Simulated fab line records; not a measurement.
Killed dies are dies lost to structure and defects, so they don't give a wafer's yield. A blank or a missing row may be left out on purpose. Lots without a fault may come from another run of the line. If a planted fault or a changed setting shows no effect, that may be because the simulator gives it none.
Which of the tools did it? / flow sky130 / 30 wafers from 10 lots sampled at 6 of the route's 708 steps

## WHAT THE GAUGES READ, wafer by wafer
SKY_VIA2_RS_MEAS_22: the measuring method here is four-point-probe. Usual: VIA2_W_RS 0.274 ohm/sq, standard deviation 0.0031.
lot=L487; measured=day 35 22:19; on=filmMetro-04; VIA2_W_RS (ohm/sq)=0.277 0.279 0.276; flag=
lot=L491; measured=day 37 22:11; on=filmMetro-04; VIA2_W_RS (ohm/sq)=0.272 0.272 0.274; flag=
lot=L492; measured=day 38 06:54; on=filmMetro-01; VIA2_W_RS (ohm/sq)=0.278 0.276 0.279; flag=
lot=L494; measured=day 38 12:04; on=filmMetro-04; VIA2_W_RS (ohm/sq)=0.276 0.272 0.275; flag=
lot=L498; measured=day 39 21:34; on=filmMetro-04; VIA2_W_RS (ohm/sq)=0.276 0.276 0.274; flag=
lot=L499; measured=day 39 23:25; on=filmMetro-01; VIA2_W_RS (ohm/sq)=0.277 0.275 0.276; flag=
lot=L501; measured=day 40 10:17; on=filmMetro-04; VIA2_W_RS (ohm/sq)=0.278 0.278 0.277; flag=
lot=L502; measured=day 40 18:31; on=filmMetro-03; VIA2_W_RS (ohm/sq)=0.272 0.270 0.272; flag=
lot=L510; measured=day 43 02:23; on=filmMetro-03; VIA2_W_RS (ohm/sq)=0.274 0.272 0.271; flag=
lot=L509; measured=day 43 03:10; on=filmMetro-03; VIA2_W_RS (ohm/sq)=0.277 0.275 0.276; flag=

SKY_CAPM_THK_MEAS_01. Usual: CAPM_CVD_00_THK 15.47 nm, standard deviation 0.22.
lot=L487; measured=day 35 22:58; on=filmMetro-02; CAPM_CVD_00_THK (nm)=15.17 15.42 15.85; flag=
lot=L491; measured=day 37 22:50; on=filmMetro-01; CAPM_CVD_00_THK (nm)=15.15 15.37 15.29; flag=
lot=L492; measured=day 38 07:33; on=filmMetro-03; CAPM_CVD_00_THK (nm)=15.61 15.53 15.41; flag=
lot=L494; measured=day 38 12:43; on=filmMetro-02; CAPM_CVD_00_THK (nm)=15.53 16.02 15.98; flag=
lot=L498; measured=day 39 22:13; on=filmMetro-02; CAPM_CVD_00_THK (nm)=15.67 15.21 15.47; flag=
lot=L499; measured=day 40 00:05; on=filmMetro-03; CAPM_CVD_00_THK (nm)=15.29 15.29 15.62; flag=
lot=L501; measured=day 40 10:57; on=filmMetro-02; CAPM_CVD_00_THK (nm)=15.37 15.43 15.29; flag=
lot=L502; measured=day 40 19:09; on=filmMetro-01; CAPM_CVD_00_THK (nm)=15.20 15.17 15.38; flag=
lot=L510; measured=day 43 03:02; on=filmMetro-02; CAPM_CVD_00_THK (nm)=14.95 15.40 15.51; flag=
lot=L509; measured=day 43 03:48; on=filmMetro-03; CAPM_CVD_00_THK (nm)=15.14 15.51 15.18; flag=

SKY_CAPM_RS_MEAS_03: the measuring method here is four-point-probe. Usual: CAPM_TIN_RS 6.94 ohm/sq, standard deviation 0.085.
lot=L487; measured=day 35 23:09; on=filmMetro-02; CAPM_TIN_RS (ohm/sq)=6.95 7.00 7.03; flag=
lot=L491; measured=day 37 23:00; on=filmMetro-02; CAPM_TIN_RS (ohm/sq)=6.93 6.91 6.98; flag=
lot=L492; measured=day 38 07:43; on=filmMetro-03; CAPM_TIN_RS (ohm/sq)=6.97 6.97 6.97; flag=
lot=L494; measured=day 38 12:54; on=filmMetro-02; CAPM_TIN_RS (ohm/sq)=6.84 6.99 6.96; flag=
lot=L498; measured=day 39 22:23; on=filmMetro-02; CAPM_TIN_RS (ohm/sq)=6.97 7.07 7.08; flag=
lot=L499; measured=day 40 00:15; on=filmMetro-01; CAPM_TIN_RS (ohm/sq)=7.67 7.62 7.57; flag=OFF
lot=L501; measured=day 40 11:07; on=filmMetro-01; CAPM_TIN_RS (ohm/sq)=7.78 7.74 7.68; flag=OFF
lot=L502; measured=day 40 19:20; on=filmMetro-03; CAPM_TIN_RS (ohm/sq)=7.70 7.81 7.74; flag=OFF
lot=L510; measured=day 43 03:13; on=filmMetro-02; CAPM_TIN_RS (ohm/sq)=7.10 7.00 7.08; flag=
lot=L509; measured=day 43 03:59; on=filmMetro-01; CAPM_TIN_RS (ohm/sq)=7.05 7.08 6.96; flag=

SKY_CAPM_THK_MEAS_04: measures by xrf. Usual: CAPM_TIN_THK 200.9 nm, standard deviation 2.4.
lot=L487; measured=day 35 23:16; on=filmMetro-02; CAPM_TIN_THK (nm)=201.3 199.0 198.6; flag=
lot=L491; measured=day 37 23:07; on=filmMetro-02; CAPM_TIN_THK (nm)=200.7 201.2 201.1; flag=
lot=L492; measured=day 38 07:50; on=filmMetro-03; CAPM_TIN_THK (nm)=200.4 200.0 200.4; flag=
lot=L494; measured=day 38 13:01; on=filmMetro-02; CAPM_TIN_THK (nm)=203.2 199.8 200.7; flag=
lot=L498; measured=day 39 22:30; on=filmMetro-02; CAPM_TIN_THK (nm)=198.0 196.9 196.7; flag=
lot=L499; measured=day 40 00:22; on=filmMetro-01; CAPM_TIN_THK (nm)=182.3 183.0 185.0; flag=OFF
lot=L501; measured=day 40 11:14; on=filmMetro-01; CAPM_TIN_THK (nm)=179.6 180.2 181.6; flag=OFF
lot=L502; measured=day 40 19:26; on=filmMetro-03; CAPM_TIN_THK (nm)=181.5 178.7 181.0; flag=OFF
lot=L510; measured=day 43 03:20; on=filmMetro-02; CAPM_TIN_THK (nm)=196.9 198.9 196.7; flag=
lot=L509; measured=day 43 04:05; on=filmMetro-01; CAPM_TIN_THK (nm)=199.8 198.3 201.8; flag=

SKY_CAPM_OVL_MEAS_12. Usual: CAPM_OVL 0.5 nm, standard deviation 1.5.
lot=L487; measured=day 36 23:02; on=overlay-01; CAPM_OVL (nm)=-0.7 -2.2 -1.1; flag=
lot=L491; measured=day 38 23:34; on=overlay-01; CAPM_OVL (nm)=1.3 2.7 0.1; flag=
lot=L492; measured=day 39 08:16; on=overlay-01; CAPM_OVL (nm)=1.0 1.7 0.1; flag=
lot=L494; measured=day 39 13:44; on=overlay-01; CAPM_OVL (nm)=0.2 0.3 2.0; flag=
lot=L498; measured=day 40 22:43; on=overlay-01; CAPM_OVL (nm)=-0.1 0.2 -1.4; flag=
lot=L499; measured=day 41 00:37; on=overlay-02; CAPM_OVL (nm)=1.2 0.8 1.0; flag=
lot=L501; measured=day 41 10:55; on=overlay-01; CAPM_OVL (nm)=0.4 -0.5 1.6; flag=
lot=L502; measured=day 41 19:16; on=overlay-02; CAPM_OVL (nm)=-1.3 -1.5 -0.6; flag=
lot=L510; measured=day 44 01:55; on=overlay-02; CAPM_OVL (nm)=4.3 2.5 3.6; flag=
lot=L509; measured=day 44 02:35; on=overlay-01; CAPM_OVL (nm)=-0.6 -0.7 -1.3; flag=

## WHAT TOOL EACH LOT RAN ON (gives the tool, then ch and the chambers of the sampled wafers, and finally the start)
lot=L487; SKY_CAPM_SPUTTER_02=pvdSputter-01, day 35 23:01
lot=L491; SKY_CAPM_SPUTTER_02=pvdSputter-01, day 37 22:53
lot=L492; SKY_CAPM_SPUTTER_02=pvdSputter-01, day 38 07:37
lot=L494; SKY_CAPM_SPUTTER_02=pvdSputter-04, day 38 12:46
lot=L498; SKY_CAPM_SPUTTER_02=pvdSputter-02, day 39 22:16
lot=L499; SKY_CAPM_SPUTTER_02=pvdSputter-01, day 40 00:08
lot=L501; SKY_CAPM_SPUTTER_02=pvdSputter-01, day 40 11:01
lot=L502; SKY_CAPM_SPUTTER_02=pvdSputter-01, day 40 19:12
lot=L510; SKY_CAPM_SPUTTER_02=pvdSputter-04, day 43 03:06
lot=L509; SKY_CAPM_SPUTTER_02=pvdSputter-04, day 43 03:51
- SKY_CAPM_SPUTTER_02: material TiN, target thk 200 nm, time 166.7 s.

## AS READ BY THE TOOLS THEMSELVES (means over the sampled wafers that have a number; for cases with no such wafer, the mark the record gives instead)
SKY_CAPM_SPUTTER_02. Usual: cathodeDcPowerW 6500.0 W, standard deviation 1.1; chamberPressurePa 0.3999 Pa, standard deviation 0.00087; substrateTempC 300.03 C, standard deviation 0.19; throttleValvePct 29.5 %, standard deviation 0.98.
lot=L487; tool=pvdSputter-01; cathodeDcPowerW (W)=6500.0; chamberPressurePa (Pa)=0.3999; substrateTempC (C)=300.17; throttleValvePct (%)=29.4; flag=
lot=L491; tool=pvdSputter-01; cathodeDcPowerW (W)=6499.1; chamberPressurePa (Pa)=0.4002; substrateTempC (C)=299.98; throttleValvePct (%)=29.6; flag=
lot=L492; tool=pvdSputter-01; cathodeDcPowerW (W)=6499.6; chamberPressurePa (Pa)=0.3998; substrateTempC (C)=300.01; throttleValvePct (%)=29.0; flag=
lot=L494; tool=pvdSputter-04; cathodeDcPowerW (W)=6500.6; chamberPressurePa (Pa)=0.4004; substrateTempC (C)=300.07; throttleValvePct (%)=30.6; flag=
lot=L498; tool=pvdSputter-02; cathodeDcPowerW (W)=6500.8; chamberPressurePa (Pa)=0.3998; substrateTempC (C)=300.14; throttleValvePct (%)=30.0; flag=
lot=L499; tool=pvdSputter-01; cathodeDcPowerW (W)=5887.1; chamberPressurePa (Pa)=0.3997; substrateTempC (C)=299.89; throttleValvePct (%)=29.0; flag=OFF
lot=L501; tool=pvdSputter-01; cathodeDcPowerW (W)=5887.4; chamberPressurePa (Pa)=0.4005; substrateTempC (C)=300.18; throttleValvePct (%)=28.7; flag=OFF
lot=L502; tool=pvdSputter-01; cathodeDcPowerW (W)=5887.3; chamberPressurePa (Pa)=0.3997; substrateTempC (C)=300.04; throttleValvePct (%)=28.7; flag=OFF
lot=L510; tool=pvdSputter-04; cathodeDcPowerW (W)=6500.2; chamberPressurePa (Pa)=0.4001; substrateTempC (C)=299.89; throttleValvePct (%)=31.3; flag=
lot=L509; tool=pvdSputter-04; cathodeDcPowerW (W)=6499.6; chamberPressurePa (Pa)=0.4008; substrateTempC (C)=300.04; throttleValvePct (%)=30.3; flag=

## THE ANSWER, worked out from the rows above alone
Rule: take the mean of a lot's wafers that have a number; if it is more than 3 standard deviations from the usual mean, the lot is off. A lot without any number at a reading at which 4 lots or more have one is off too. Where the step has rows for the other lots, those lots are counted as sound. First the gauges in route order, then the tools' own readings, where a lot's mean is used as printed above. The first step at which some lot is off is used, and at that step the reading that is off furthest; a lot without a number counts as furthest.
Off: L499, L501, L502, seen at SKY_CAPM_RS_MEAS_03 (CAPM_TIN_RS).
A tool fits if, at a process step before that reading, it ran every lot that is off, and no sound lot after the first of them. Not tried: the gauges at SKY_CAPM_RS_MEAS_03; whatever is off there is also off at SKY_CAPM_SPUTTER_02, on other tools, and gauge error can't account for it. One candidate fits, namely pvdSputter-01 at SKY_CAPM_SPUTTER_02. A fault onset in the window from L492 (day 38 07:37, its last sound lot) to L499 (day 40 00:08, its first lot off) fits.
On the lots that are off, the tool's own readings at SKY_CAPM_SPUTTER_02 differ by more than 5 times the standard deviation of the sound lots' means, which bears it out; cathodeDcPowerW reads 5887.3 W there versus 6500.0 W on the sound lots.

## WHAT THE SIMULATOR PUT IN
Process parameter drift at SKY_CAPM_SPUTTER_02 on pvdSputter-01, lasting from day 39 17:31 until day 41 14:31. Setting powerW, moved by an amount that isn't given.
Struck lots among those shown: L499, L501, L502. Same finding as the rule above.
